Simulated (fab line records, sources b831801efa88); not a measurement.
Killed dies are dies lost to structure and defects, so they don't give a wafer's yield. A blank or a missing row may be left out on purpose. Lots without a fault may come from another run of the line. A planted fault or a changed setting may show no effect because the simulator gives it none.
Problem report in the 8D (eight disciplines) form, filled by code | flow sky130 | the parts of the form that need people (team, actions taken, sign-off) are left out

1. THE PROBLEM
METAL5_ALCU_RS at SKY_METAL5_RS_MEAS_05 reads a mean of 0.02260 ohm/sq on 3 wafers of 2 lots; wafers without a fault read 0.02693 ohm/sq with a standard deviation of 0.00029. That is -15 standard deviations from the usual mean.
The step: measures by four-point-probe.
First seen on wafer L540.4, day 47 01:38, on film_metro-01. The record holds 42 wafers of 14 lots with a number at this step. Rule for "out", or "out of limits": more than 4 standard deviations from the usual mean. The other wafers with a number count as sound.

2. WHAT IT IS AND WHAT IT IS NOT
question                    | is                           | is not
which readings at this step | METAL5_ALCU_RS               | -
which lots                  | L540, L546                   | L525, L526, L527, L529, L532, L533, L534, L536, L537, L541, L543, L547
which wafers of those lots  | L540.4, L546.3, L546.4       | L540.1, L540.2, L546.1
read on which gauges        | film_metro-01, film_metro-03 | film_metro-02
when                        | from day 47 01:38            | up to then (29 sound wafers); but 10 sound wafers of L541, L543, L546, L547 came after

3. SUSPECTS, AND WHAT RULES EACH OUT
Counting: a tool at a process step up to the reading stays a suspect if it ran every lot that is out. Sound lots after the first of them don't rule it out here, since some wafers of a struck lot are sound.
- the gauge at SKY_METAL5_RS_MEAS_05: ruled out. The wafers that are out were read on 2 gauges (film_metro-01, film_metro-03).
- rie_metal-01 at SKY_METAL4_DESCUM_15 (chemistry O2, time 8 s): kept. It ran every lot that is out, first L540 (day 46 01:17); its last sound lot up to then is L536 (day 44 23:32).
- pvd_sputter-01 at SKY_METAL5_SPUTTER_00 (material Ti, target thk 15 nm, time 10 s): kept. It ran every lot that is out, first L540 (day 47 01:28); its last sound lot up to then is L537 (day 46 00:39).
- pvd_sputter-01 at SKY_METAL5_SPUTTER_02 (material AlCu, target thk 1150 nm, time 61.2 s): kept. It ran every lot that is out, first L540 (day 47 01:31); its last sound lot up to then is L537 (day 46 00:42).
Left after counting: rie_metal-01 at SKY_METAL4_DESCUM_15, pvd_sputter-01 at SKY_METAL5_SPUTTER_00, pvd_sputter-01 at SKY_METAL5_SPUTTER_02.

4. THE CAUSE (what the simulator had put in)
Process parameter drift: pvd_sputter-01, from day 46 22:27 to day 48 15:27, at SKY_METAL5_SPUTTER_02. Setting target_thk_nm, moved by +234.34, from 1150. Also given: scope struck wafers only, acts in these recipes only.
Counting left 3 suspects, and this tool is among them.

5. THE CHAIN OF EFFECTS, in route order
Each row: a reading whose mean over the struck wafers that have a number lies more than 3 standard deviations from the usual. Only readings for which the record gives a usual standard deviation are gone through. hours: the time from each lot's start at the first step in this table that gives one to its start at this step, as a median over the lots. sigmas: the change in usual standard deviations.
hours | step                     | reading         | usual          | on struck wafers | change   | sigmas
0     | SKY_METAL5_RS_MEAS_05    | METAL5_ALCU_RS  | 0.02693 ohm/sq | 0.02260          | -0.00433 | -15
0     | SKY_METAL5_THK_MEAS_06   | METAL5_ALCU_THK | 1154 nm        | 1375             | +221     | +15
19    | SKY_METAL5_METAL_ETCH_15 | oes_product_au  | 0.895 a.u.     | 0.971            | +0.076   | +16
The process steps in it:
- SKY_METAL5_METAL_ETCH_15: etches the open film in Cl2/BCl3, stops on SiO2, target depth 1260 nm, time 252 s.

6. WHAT WOULD HAVE CAUGHT IT SOONER
In this record the first reading out of limits at a measuring or inspecting step was taken at day 47 01:38, 3 hours after the fault began at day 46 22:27.
Of the tool readings at SKY_METAL5_SPUTTER_02 for which the record gives a usual standard deviation, none was out on any struck wafer, so an alarm limit of 4 standard deviations on them would not have fired.
Of the lots that are out (2), L546 began SKY_METAL5_SPUTTER_02 on pvd_sputter-01 after day 47 01:38. A hold on the tool at that time would have spared it.
